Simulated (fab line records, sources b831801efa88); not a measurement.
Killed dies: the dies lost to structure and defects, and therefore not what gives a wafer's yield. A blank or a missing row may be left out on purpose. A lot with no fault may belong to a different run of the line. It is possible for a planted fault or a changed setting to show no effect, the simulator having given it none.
Split-lot study + flow gf180mcu + 5 lots, 23 wafers read, on a route of 602 steps

== SPLIT DETAILS ==
At GF_HV_LDD_IMPLANT_48, the setting energy-kev was moved away from the recipe's 25 on 5 of the 23 wafers read, by +3.1% to +3.4%. All remaining wafers had this setting at the recipe value.

The split's own step is where the reading is taken.

== THE READING ==
The simulator's own value implant.drp-nm, read by no gauge, in nm at GF_HV_LDD_IMPLANT_48. The file does not state a usual value for it.

| wafer  | tool, chamber at the split | energy-kev as run | against the recipe | implant.drp-nm, nm | against lot-mates on the recipe |
|--------|----------------------------|-------------------|--------------------|--------------------|---------------------------------|
| L074.1 | implanter-03, 0            | 25.84             | +3.4%              | 37.02              | +1.40                           |
| L074.2 | implanter-03, 0            | 25.84             | +3.4%              | 37.02              | +1.40                           |
| L074.5 | implanter-03, 0            | 25.84             | +3.4%              | 37.02              | +1.40                           |
| L074.4 | implanter-03, 0            | 25                | recipe             | 35.62              | -                               |
| L074.6 | implanter-03, 0            | 25                | recipe             | 35.62              | -                               |
| L075.1 | implanter-01, 0            | 25                | recipe             | 35.62              | -                               |
| L075.5 | implanter-01, 0            | 25                | recipe             | 35.62              | -                               |
| L075.6 | implanter-01, 0            | 25                | recipe             | 35.62              | -                               |
| L078.1 | implanter-02, 0            | 25                | recipe             | 35.62              | -                               |
| L078.3 | implanter-02, 0            | 25                | recipe             | 35.62              | -                               |
| L078.4 | implanter-02, 0            | 25                | recipe             | 35.62              | -                               |
| L078.5 | implanter-02, 0            | 25                | recipe             | 35.62              | -                               |
| L078.6 | implanter-02, 0            | 25                | recipe             | 35.62              | -                               |
| L079.1 | implanter-03, 0            | 25                | recipe             | 35.62              | -                               |
| L079.3 | implanter-03, 0            | 25                | recipe             | 35.62              | -                               |
| L079.4 | implanter-03, 0            | 25                | recipe             | 35.62              | -                               |
| L079.5 | implanter-03, 0            | 25                | recipe             | 35.62              | -                               |
| L079.6 | implanter-03, 0            | 25                | recipe             | 35.62              | -                               |
| L085.1 | implanter-03, 0            | 25                | recipe             | 35.62              | -                               |
| L085.5 | implanter-03, 0            | 25                | recipe             | 35.62              | -                               |
| L085.6 | implanter-03, 0            | 25                | recipe             | 35.62              | -                               |
| L085.3 | implanter-03, 0            | 25.78             | +3.1%              | 36.92              | +1.30                           |
| L085.4 | implanter-03, 0            | 25.78             | +3.1%              | 36.92              | +1.30                           |

THE FIT
A straight line over all 23 wafers: implant.drp-nm changes by +0.417 nm for each +1% of energy-kev; r = +1.00; the points scatter about the line by 0 nm.
The same after taking each lot's own level away (the mean of its wafers on the recipe; 23 wafers): +0.417 nm for each +1%; r = +1.00; scatter 0 nm.
According to that fit, moving energy-kev by its largest amount changes the reading by 1.4 nm.
The lots' own levels span 35.620 to 35.620 nm.
The two slopes agree, so the slope changes little with the lot-to-lot level.
Check: for one of the wafers moved furthest among these (+3.4%), held out of the fit, the line's prediction against its lot-mates is +1.4 nm. It came out at +1.4 nm against them.

== THESE WAFERS: OTHER SPLITS ==
Before the reading, these wafers also passed through other splits. Each is held against what the fit with the lots' levels taken away leaves over:
| other split on the same wafers   | wafers away from the commonest value | r with implant.drp-nm (lot level and that fit taken away) |
|----------------------------------|--------------------------------------|-----------------------------------------------------------|
| GF_POLY_GATE_PEB_08 peb-temp-c   | 4                                    | -0.01                                                     |
| GF_POLY_GATE_ETCH_12 source-w    | 10                                   | -0.33                                                     |
| GF_POLY_GATE_OXIDATION_16 temp-c | 15                                   | +0.22                                                     |
| GF_HV_LDD_IMPLANT_09 dose-cm2    | 7                                    | +0.36                                                     |
| GF_HV_LDD_DEVELOP_30 dev-temp-c  | 7                                    | -0.48                                                     |
| GF_HV_LDD_COAT_41 resist-thk-nm  | 8                                    | +0.11                                                     |

== THE WHOLE CHAIN: every reading that the file lists as answering this split, in the file's order ==
| step                 | what it does | reading                                                         | change (the file's fit)               | r (the file's) |
|----------------------|--------------|-----------------------------------------------------------------|---------------------------------------|----------------|
| GF_HV_LDD_IMPLANT_48 |              | implant.rp-nm (the simulator's own value, which no gauge read)  | +0.827 nm for each +1% of the setting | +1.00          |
| GF_HV_LDD_IMPLANT_48 |              | implant.drp-nm (the simulator's own value, which no gauge read) | +0.417 nm for each +1% of the setting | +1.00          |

== FILE'S OWN FIT ==
implant.drp-nm changes by +0.417 nm for each +1% of energy-kev, r = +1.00.
